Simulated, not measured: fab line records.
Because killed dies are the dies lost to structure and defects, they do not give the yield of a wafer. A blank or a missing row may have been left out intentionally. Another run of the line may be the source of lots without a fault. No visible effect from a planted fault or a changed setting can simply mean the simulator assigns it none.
Which tool did it?	flow sfq_line	14 lots (42 wafers sampled), 1 step of a 325-step route

WHAT THE GAUGES SHOWED, per wafer
The record lacks any reading of a measuring or inspecting step that a usual standard deviation could be used to judge.

WHICH TOOL RAN EACH LOT (tool, then ch and the chambers of the sampled wafers, then the start)
lot	SFQ_TRILAYER_M4_LITHO_COAT_098
L385	litho_track-02 ch 0, day 40 23:01
L386	litho_track-04 ch 0, day 41 03:46
L388	litho_track-04 ch 0, day 41 11:37
L391	litho_track-02 ch 0, day 41 19:25
L392	litho_track-04 ch 0, day 41 21:13
L393	litho_track-04 ch 0, day 42 06:50
L394	litho_track-04 ch 0, day 42 12:49
L397	litho_track-02 ch 0, day 44 19:47
L399	litho_track-03 ch 0, day 44 23:25
L400	litho_track-03 ch 0, day 45 00:34
L403	litho_track-03 ch 0, day 45 05:25
L404	litho_track-02 ch 0, day 50 05:29
L405	litho_track-03 ch 0, day 51 05:44
L408	litho_track-03 ch 0, day 53 01:47
- SFQ_TRILAYER_M4_LITHO_COAT_098: resist thk 62 nm.

AS READ BY THE TOOLS THEMSELVES (means over the sampled wafers that have a number; for cases with no such wafer, the mark the record gives instead)
SFQ_TRILAYER_M4_LITHO_COAT_098.
lot	tool	chill_plate_temp_C (C)	spin_speed_rpm (rpm)
L385	litho_track-02	22.89	2999.2
L386	litho_track-04	23.03	2999.2
L388	litho_track-04	22.88	3002.2
L391	litho_track-02	22.90	2998.8
L392	litho_track-04	22.94	3001.0
L393	litho_track-04	22.91	2866.9
L394	litho_track-04	22.93	2869.7
L397	litho_track-02	22.95	2999.4
L399	litho_track-03	23.07	2999.3
L400	litho_track-03	23.14	2998.5
L403	litho_track-03	22.99	2999.7
L404	litho_track-02	22.89	3001.6
L405	litho_track-03	22.99	3001.5
L408	litho_track-03	23.14	2998.9

THE ANSWER, worked out from the rows above alone
Rule: usual is defined by the lots themselves. Put in order of their means at a reading, lots are off if they are a third of the lots or fewer, leave a main group of 4 or more, and stand apart from it by a gap of 3 or more times the standard deviation of the main group's means; of several such gaps the widest counts. A main group whose means are all the same, to the digits that the tables above print for the reading, isn't used. Also off: a lot with no number at a reading for which 4 or more lots have one. The other lots that the step has rows for count as sound. First the gauges in route order, then the tools' own readings, where a lot's mean is used as printed above. At the first step where some lot is off, the reading lying furthest off is the one used; lots without a number count as furthest.
Off at SFQ_TRILAYER_M4_LITHO_COAT_098 (spin_speed_rpm): L393, L394. Main group: mean 2999.9 rpm, sd 1.2.
A tool fits if, at that step or a process step before it, it ran every lot that is off, and no sound lot after the first of them. One fits: SFQ_TRILAYER_M4_LITHO_COAT_098 on litho_track-04. Its last sound lot is L392 (day 41 21:13), its first lot that is off L393 (day 42 06:50): a fault that began between those two fits.
The tool's own readings at SFQ_TRILAYER_M4_LITHO_COAT_098 bear it out: on the lots that are off they differ by more than 5 times the standard deviation of the sound lots' means. spin_speed_rpm reads 2868.3 rpm there against 2999.9 rpm on the sound lots.

WHAT WAS PUT IN BY THE SIMULATOR
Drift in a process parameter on litho_track-04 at SFQ_TRILAYER_M4_LITHO_COAT_098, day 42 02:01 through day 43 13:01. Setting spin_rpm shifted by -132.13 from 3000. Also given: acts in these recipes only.
Struck lots among those shown: L393, L394. The rule given above showed the same thing.
